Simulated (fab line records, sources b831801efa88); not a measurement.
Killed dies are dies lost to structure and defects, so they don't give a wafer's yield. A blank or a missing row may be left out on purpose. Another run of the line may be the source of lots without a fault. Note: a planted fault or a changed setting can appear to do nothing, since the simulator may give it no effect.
fab line records :: flow sky130 :: part 2 of 2: steps 43 to 43 of 43
record
  lots=6
  wafers=18
  last-day=49
route steps=708 shown POLY_CUT@317 SD_P@320 RES_XHIGH@332 SD_N@342 PAD_OPEN@708
lots untouched by any fault: they come from a run of this same line in which no faults occurred
start-h: hours from the record's first day to the start of the lot's first wafer shown :: wait-h: hours from the lot's prior step to this one :: " the same as in the row above :: L1.1+2: several wafers, shown together as one row :: - no value, or no start given :: * or withheld: withheld :: < > ~ a bound
route shown NAME@n: a module of which the file shows steps, and the number in the route of the first :: usual: mean/standard deviation taken from wafers without a fault :: same: alike in all rows :: chamber/n: place in a boat :: sites: each site's reading :: _std_site: the values' standard deviation :: _edge_site: the outer-site mean with the inner-site mean subtracted :: radius-mm: how far each site lies from the wafer's centre :: mask NAME#n: copy n :: behind: the last tool/chamber to shape the wafer :: hold: why the lot was held/for how many hours/how that ended :: device: the n, p or np transistor that did not switch :: end of line: tests run on the same wafers once the route is complete :: a step without rows: its recipe alone :: killed: dies lost to structure and defects at the first sort, not the wafer's yield :: map: a wafer's dies, marking killed ones x, the rest . and places with no die _
set.NAME: setting as actually run; set.NAME@STEP: the setting as run at that earlier step :: model.NAME: the simulator's own value behind a step, which no gauge read
certain route steps with their lots: each step a table, each wafer a row
services: the hour from which a tool's chamber was out of use, counted from the record's first day as start-h (under 0 if before that day), plus the number of hours and why
## steps
# step SKY_PAD_OPEN_PROBE_99
# usual
  killed_at_M0_to_M3=42/7.2
  killed_at_M4_up=3.4/2.1
  killed-at-contacts=24/5.4
  killed-at-front-end=15/4
  killed-at-other=0.3/0.53
  killed-dies=85/8.8
  killed-on-rim=16/3.5
  killed-open=47/6.7
  killed-short=38/6.5
# same
  gross-dies=492
  killed-at-back-side=0
lot.wafer: L989.3
tool: prober-01
chamber: -
start-h: 1099.93
wait-h: 0.2
killed_at_M0_to_M3: 32
killed_at_M4_up: 4
killed-at-contacts: 25
killed-at-front-end: 19
killed-at-other: 0
killed-dies: 80
killed-on-rim: 16
killed-open: 47
killed-short: 32
model.etest.res-pdiff-hv.rs-ohm-sq: 191.6
model.etest.res-pdiff.rs-ohm-sq: 197.8

lot.wafer: L989.5
tool: prober-01
chamber: -
start-h: 1100.03
wait-h: 0.2
killed_at_M0_to_M3: 39
killed_at_M4_up: 4
killed-at-contacts: 22
killed-at-front-end: 12
killed-at-other: 0
killed-dies: 77
killed-on-rim: 12
killed-open: 36
killed-short: 40
model.etest.res-pdiff-hv.rs-ohm-sq: 193.5
model.etest.res-pdiff.rs-ohm-sq: 196.8

lot.wafer: L989.6
tool: prober-01
chamber: -
start-h: 1100.08
wait-h: 0.2
killed_at_M0_to_M3: 43
killed_at_M4_up: 4
killed-at-contacts: 23
killed-at-front-end: 18
killed-at-other: 0
killed-dies: 88
killed-on-rim: 16
killed-open: 50
killed-short: 38
model.etest.res-pdiff-hv.rs-ohm-sq: 191.2
model.etest.res-pdiff.rs-ohm-sq: 196.7

lot.wafer: L991.1
tool: prober-01
chamber: -
start-h: 1108.38
wait-h: 0.1
killed_at_M0_to_M3: 40
killed_at_M4_up: 2
killed-at-contacts: 25
killed-at-front-end: 17
killed-at-other: 0
killed-dies: 84
killed-on-rim: 17
killed-open: 49
killed-short: 35
model.etest.res-pdiff-hv.rs-ohm-sq: 193
model.etest.res-pdiff.rs-ohm-sq: 198.5

lot.wafer: L991.5
tool: prober-01
chamber: -
start-h: 1108.58
wait-h: 0.2
killed_at_M0_to_M3: 37
killed_at_M4_up: 2
killed-at-contacts: 24
killed-at-front-end: 15
killed-at-other: 1
killed-dies: 79
killed-on-rim: 15
killed-open: 43
killed-short: 35
model.etest.res-pdiff-hv.rs-ohm-sq: 195.5
model.etest.res-pdiff.rs-ohm-sq: 199

lot.wafer: L991.6
tool: prober-01
chamber: -
start-h: 1108.63
wait-h: 0.2
killed_at_M0_to_M3: 46
killed_at_M4_up: 1
killed-at-contacts: 34
killed-at-front-end: 14
killed-at-other: 1
killed-dies: 96
killed-on-rim: 15
killed-open: 48
killed-short: 48
model.etest.res-pdiff-hv.rs-ohm-sq: 193.5
model.etest.res-pdiff.rs-ohm-sq: 198.1

lot.wafer: L996.2
tool: prober-02
chamber: -
start-h: 1138.25
wait-h: 0.1
killed_at_M0_to_M3: 55
killed_at_M4_up: 3
killed-at-contacts: 18
killed-at-front-end: 11
killed-at-other: 0
killed-dies: 87
killed-on-rim: 18
killed-open: 45
killed-short: 42
model.etest.res-pdiff-hv.rs-ohm-sq: 185.9
model.etest.res-pdiff.rs-ohm-sq: 192.6

lot.wafer: L996.5
tool: prober-02
chamber: -
start-h: 1138.40
wait-h: 0.2
killed_at_M0_to_M3: 38
killed_at_M4_up: 5
killed-at-contacts: 19
killed-at-front-end: 14
killed-at-other: 0
killed-dies: 76
killed-on-rim: 21
killed-open: 34
killed-short: 42
model.etest.res-pdiff-hv.rs-ohm-sq: 185.9
model.etest.res-pdiff.rs-ohm-sq: 192.4

lot.wafer: L996.6
tool: prober-02
chamber: -
start-h: 1138.45
wait-h: 0.2
killed_at_M0_to_M3: 42
killed_at_M4_up: 4
killed-at-contacts: 37
killed-at-front-end: 13
killed-at-other: 1
killed-dies: 97
killed-on-rim: 20
killed-open: 47
killed-short: 50
model.etest.res-pdiff-hv.rs-ohm-sq: 187
model.etest.res-pdiff.rs-ohm-sq: 191

lot.wafer: L999.1
tool: prober-01
chamber: -
start-h: 1157.43
wait-h: 0.1
killed_at_M0_to_M3: 44
killed_at_M4_up: 2
killed-at-contacts: 22
killed-at-front-end: 15
killed-at-other: 0
killed-dies: 83
killed-on-rim: 17
killed-open: 49
killed-short: 34
model.etest.res-pdiff-hv.rs-ohm-sq: 187
model.etest.res-pdiff.rs-ohm-sq: 192.3

lot.wafer: L999.4
tool: prober-01
chamber: -
start-h: 1157.58
wait-h: 0.2
killed_at_M0_to_M3: 38
killed_at_M4_up: 1
killed-at-contacts: 25
killed-at-front-end: 12
killed-at-other: 1
killed-dies: 77
killed-on-rim: 14
killed-open: 34
killed-short: 43
model.etest.res-pdiff-hv.rs-ohm-sq: 185.3
model.etest.res-pdiff.rs-ohm-sq: 192.3

lot.wafer: L999.6
tool: prober-01
chamber: -
start-h: 1157.68
wait-h: 0.2
killed_at_M0_to_M3: 47
killed_at_M4_up: 4
killed-at-contacts: 20
killed-at-front-end: 3
killed-at-other: 0
killed-dies: 74
killed-on-rim: 14
killed-open: 40
killed-short: 34
model.etest.res-pdiff-hv.rs-ohm-sq: 185.5
model.etest.res-pdiff.rs-ohm-sq: 192

lot.wafer: L101.1
tool: prober-01
chamber: -
start-h: 1164.24
wait-h: 0.1
killed_at_M0_to_M3: 46
killed_at_M4_up: 4
killed-at-contacts: 14
killed-at-front-end: 19
killed-at-other: 0
killed-dies: 83
killed-on-rim: 15
killed-open: 50
killed-short: 33
model.etest.res-pdiff-hv.rs-ohm-sq: 190.6
model.etest.res-pdiff.rs-ohm-sq: 195.6

lot.wafer: L101.2
tool: prober-01
chamber: -
start-h: 1164.29
wait-h: 0.1
killed_at_M0_to_M3: 45
killed_at_M4_up: 6
killed-at-contacts: 20
killed-at-front-end: 12
killed-at-other: 0
killed-dies: 83
killed-on-rim: 12
killed-open: 41
killed-short: 40
model.etest.res-pdiff-hv.rs-ohm-sq: 191.9
model.etest.res-pdiff.rs-ohm-sq: 196.8

lot.wafer: L101.3
tool: prober-01
chamber: -
start-h: 1164.34
wait-h: 0.2
killed_at_M0_to_M3: 37
killed_at_M4_up: 2
killed-at-contacts: 21
killed-at-front-end: 16
killed-at-other: 0
killed-dies: 76
killed-on-rim: 15
killed-open: 38
killed-short: 38
model.etest.res-pdiff-hv.rs-ohm-sq: 191.6
model.etest.res-pdiff.rs-ohm-sq: 196.4

lot.wafer: L104.2
tool: prober-02
chamber: -
start-h: 1179.27
wait-h: 0.1
killed_at_M0_to_M3: 47
killed_at_M4_up: 2
killed-at-contacts: 21
killed-at-front-end: 17
killed-at-other: 1
killed-dies: 88
killed-on-rim: 14
killed-open: 48
killed-short: 39
model.etest.res-pdiff-hv.rs-ohm-sq: 191
model.etest.res-pdiff.rs-ohm-sq: 197.7

lot.wafer: L104.3
tool: prober-02
chamber: -
start-h: 1179.32
wait-h: 0.2
killed_at_M0_to_M3: 41
killed_at_M4_up: 3
killed-at-contacts: 29
killed-at-front-end: 13
killed-at-other: 2
killed-dies: 88
killed-on-rim: 19
killed-open: 46
killed-short: 41
model.etest.res-pdiff-hv.rs-ohm-sq: 188.6
model.etest.res-pdiff.rs-ohm-sq: 197.2

lot.wafer: L104.5
tool: prober-02
chamber: -
start-h: 1179.42
wait-h: 0.2
killed_at_M0_to_M3: 56
killed_at_M4_up: 2
killed-at-contacts: 29
killed-at-front-end: 13
killed-at-other: 0
killed-dies: 100
killed-on-rim: 13
killed-open: 56
killed-short: 44
model.etest.res-pdiff-hv.rs-ohm-sq: 189.9
model.etest.res-pdiff.rs-ohm-sq: 196.8
# killed by level:class
L989.3 CONTACT:geometric-particle:open=11 LI_CONTACT:geometric-particle:open=8 METAL2:geometric-particle:short=8 VIA1:geometric-particle:open=6 VIA3:geometric-particle:open=6 VIA2:geometric-particle:open=5 FIELD_ISO:geometric-particle:open=3 FIELD_ISO:geometric-particle:short=3
L989.5 CONTACT:geometric-particle:open=9 VIA2:geometric-particle:open=9 VIA1:geometric-particle:open=8 CONTACT:geometric-particle:short=7 METAL1:geometric-particle:short=5 VIA1:geometric-particle:short=5 POLY_GATE:geometric-particle:short=4 METAL4:geometric-particle:short=4
L989.6 VIA2:geometric-particle:open=10 CONTACT:geometric-particle:open=10 VIA1:geometric-particle:open=8 VIA3:geometric-particle:open=6 METAL2:geometric-particle:short=6 FIELD_ISO:geometric-particle:open=4 FIELD_ISO:geometric-particle:short=4 LI_CONTACT:geometric-particle:open=4
L991.1 CONTACT:geometric-particle:open=11 VIA1:geometric-particle:open=10 METAL2:geometric-particle:short=7 LI_CONTACT:geometric-particle:open=6 FIELD_ISO:geometric-particle:open=5 VIA2:geometric-particle:short=5 LOCAL_INTERCONNECT:geometric-particle:short=4 FIELD_ISO:geometric-particle:short=3
L991.5 VIA1:geometric-particle:open=13 CONTACT:geometric-particle:open=8 LI_CONTACT:geometric-particle:open=5 LOCAL_INTERCONNECT:geometric-particle:short=5 METAL2:geometric-particle:short=4 VIA3:geometric-particle:open=4 FIELD_ISO:geometric-particle:open=3 FIELD_ISO:geometric-particle:short=3
L991.6 LI_CONTACT:geometric-particle:open=17 METAL2:geometric-particle:short=11 VIA1:geometric-particle:open=10 CONTACT:geometric-particle:short=7 METAL1:geometric-particle:short=7 VIA2:geometric-particle:open=5 FIELD_ISO:geometric-particle:short=4 LI_CONTACT:geometric-particle:short=4
L996.2 VIA1:geometric-particle:open=16 VIA1:geometric-particle:short=8 CONTACT:geometric-particle:open=7 FIELD_ISO:geometric-particle:short=6 METAL1:geometric-particle:short=6 METAL2:geometric-particle:short=5 VIA3:geometric-particle:open=5 LI_CONTACT:geometric-particle:open=4
L996.5 METAL1:geometric-particle:short=9 VIA1:geometric-particle:open=9 CONTACT:geometric-particle:open=7 VIA1:geometric-particle:short=6 POLY_GATE:geometric-particle:open=5 VIA3:geometric-particle:open=5 FIELD_ISO:geometric-particle:short=4 POLY_GATE:geometric-particle:short=4
L996.6 CONTACT:geometric-particle:open=13 VIA1:geometric-particle:open=9 VIA3:geometric-particle:open=7 CONTACT:geometric-particle:short=6 LI_CONTACT:geometric-particle:open=6 VIA1:geometric-particle:short=6 POLY_GATE:geometric-particle:short=5 LI_CONTACT:geometric-particle:short=5
L999.1 VIA1:geometric-particle:open=17 VIA2:geometric-particle:open=10 LOCAL_INTERCONNECT:geometric-particle:short=8 CONTACT:geometric-particle:open=7 FIELD_ISO:geometric-particle:short=6 CONTACT:geometric-particle:short=4 METAL1:geometric-particle:short=4 VIA1:geometric-particle:short=4
L999.4 VIA1:geometric-particle:short=8 VIA2:geometric-particle:open=8 LI_CONTACT:geometric-particle:open=7 CONTACT:geometric-particle:short=7 VIA1:geometric-particle:open=7 POLY_GATE:geometric-particle:short=5 LOCAL_INTERCONNECT:geometric-particle:short=5 CONTACT:geometric-particle:open=4
L999.6 METAL2:geometric-particle:short=7 LI_CONTACT:geometric-particle:open=6 VIA1:geometric-particle:open=6 VIA2:geometric-particle:open=6 VIA3:geometric-particle:open=6 CONTACT:geometric-particle:open=5 LOCAL_INTERCONNECT:geometric-particle:short=5 VIA3:geometric-particle:short=5
L101.1 VIA1:geometric-particle:open=11 POLY_GATE:geometric-particle:open=7 FIELD_ISO:geometric-particle:open=6 VIA1:geometric-particle:short=6 VIA3:geometric-particle:short=5 METAL1:geometric-particle:short=5 VIA3:geometric-particle:open=5 LI_CONTACT:geometric-particle:open=4
L101.2 VIA1:geometric-particle:open=9 VIA2:geometric-particle:open=7 METAL2:geometric-particle:short=6 LI_CONTACT:geometric-particle:open=6 CONTACT:geometric-particle:open=6 METAL1:geometric-particle:short=6 LOCAL_INTERCONNECT:geometric-particle:short=5 VIA3:geometric-particle:open=5
L101.3 VIA1:geometric-particle:open=10 CONTACT:geometric-particle:open=9 VIA2:geometric-particle:open=6 LI_CONTACT:geometric-particle:open=5 VIA2:geometric-particle:short=5 FIELD_ISO:geometric-particle:short=4 VIA1:geometric-particle:short=4 POLY_GATE:geometric-particle:short=3
L104.2 VIA1:geometric-particle:open=10 CONTACT:geometric-particle:open=8 VIA3:geometric-particle:open=7 LOCAL_INTERCONNECT:geometric-particle:short=6 VIA1:geometric-particle:short=6 METAL1:geometric-particle:short=5 FIELD_ISO:geometric-particle:short=4 VIA3:geometric-particle:short=4
L104.3 LI_CONTACT:geometric-particle:open=13 VIA1:geometric-particle:open=10 POLY_GATE:geometric-particle:short=7 CONTACT:geometric-particle:open=7 METAL2:geometric-particle:short=7 VIA3:geometric-particle:open=5 CONTACT:geometric-particle:short=4 VIA1:geometric-particle:short=4
L104.5 VIA1:geometric-particle:open=12 CONTACT:geometric-particle:open=11 METAL1:geometric-particle:short=10 METAL2:geometric-particle:short=9 LOCAL_INTERCONNECT:geometric-particle:short=8 VIA3:geometric-particle:open=6 LI_CONTACT:geometric-particle:open=6 VIA2:geometric-particle:open=6
## services
tool: rie-diel-02
chamber: 1
start-h: 570.32
hours: 5.5
kind: repair

tool: rie-diel-02
chamber: 3
start-h: 589.14
hours: 5.5
kind: repair

tool: rie-diel-02
chamber: 3
start-h: 602.81
hours: 10.2
kind: repair

tool: rtp-anneal-02
chamber: -
start-h: 610.03
hours: 5.9
kind: pm

tool: rie-diel-03
chamber: 2
start-h: 610.85
hours: 9.9
kind: repair

tool: plasma-asher-04
chamber: -
start-h: 611.55
hours: 4.1
kind: repair

tool: implanter-03
chamber: -
start-h: 616.89
hours: 2.8
kind: repair

tool: rie-diel-03
chamber: 0
start-h: 628.17
hours: 2.2
kind: repair

tool: implanter-03
chamber: -
start-h: 630.31
hours: 3.2
kind: repair

tool: plasma-asher-02
chamber: -
start-h: 642.09
hours: 20.1
kind: pm

tool: implanter-02
chamber: -
start-h: 660.79
hours: 16.3
kind: repair

tool: implanter-02
chamber: -
start-h: 670.92
hours: 4.9
kind: repair

tool: implanter-02
chamber: -
start-h: 677.06
hours: 1.9
kind: pm

tool: plasma-asher-04
chamber: -
start-h: 693.43
hours: 3.3
kind: repair

tool: plasma-asher-02
chamber: -
start-h: 696.02
hours: 2.2
kind: repair

tool: implanter-03
chamber: -
start-h: 726.33
hours: 3.8
kind: pm

tool: implanter-01
chamber: -
start-h: 727.67
hours: 3.2
kind: repair

tool: plasma-asher-02
chamber: -
start-h: 733.75
hours: 9.0
kind: pm

tool: plasma-asher-02
chamber: 0
start-h: 733.75
hours: 9.0
kind: vent-cycle

tool: implanter-01
chamber: -
start-h: 736.01
hours: 2.7
kind: pm

tool: implanter-01
chamber: -
start-h: 771.99
hours: 2.1
kind: repair

tool: implanter-02
chamber: -
start-h: 783.92
hours: 0.9
kind: repair

tool: rie-diel-02
chamber: 2
start-h: 785.07
hours: 9.5
kind: repair

tool: rie-diel-02
chamber: 1
start-h: 786.28
hours: 3.0
kind: repair
## key
first-sign
  step=SKY_SD_P_IMPLANT_09
  reading=beam-energy-keV
  direction=up
  sigmas=99+
  usual=*
  struck=*
effect
  step=SKY_SD_P_STRIP_10
  reading=strip-time-to-endpoint-s
  direction=up
  sigmas=3.4
  usual=*
  struck=*
effect
  step=SKY_SD_P_TW_MEAS_11
  reading=SD_P_TW
  direction=up
  sigmas=2.7
  usual=2823
  struck=2874
effect
  step=SKY_SD_N_RS_MEAS_17
  reading=SD_P_RS
  direction=down
  sigmas=11
  usual=147.5
  struck=143.3
model-effect
  step=SKY_SD_P_IMPLANT_09
  value=implant.rp-nm
  without=17.52
  struck=18.33
model-effect
  step=SKY_PAD_OPEN_PROBE_99
  value=etest.res-pdiff-hv.rs-ohm-sq
  without=191.1
  struck=186.1
met-at SKY_SD_P_IMPLANT_09
struck-wafers L996.2,L996.5,L996.6,L999.1,L999.4,L999.6
tester-left-out L996,L999
onset-between 619.38 674.60
fault
  kind=process-parameter-drift
  tool=implanter-01
  chamber=-
  onset-h=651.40
  steps=SKY_SD_P_IMPLANT_09
  channel=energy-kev
  offset=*
  shape=step
  end-h=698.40
  acts-in=*
  stated=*
# tester-left-out: of these lots the tester's yield and bins aren't shown, on N5 and GAA mostly nor the transistor test; their killed dies are dies lost to structure and defects alone, not to doping, threshold or leakage, so they don't give the yield
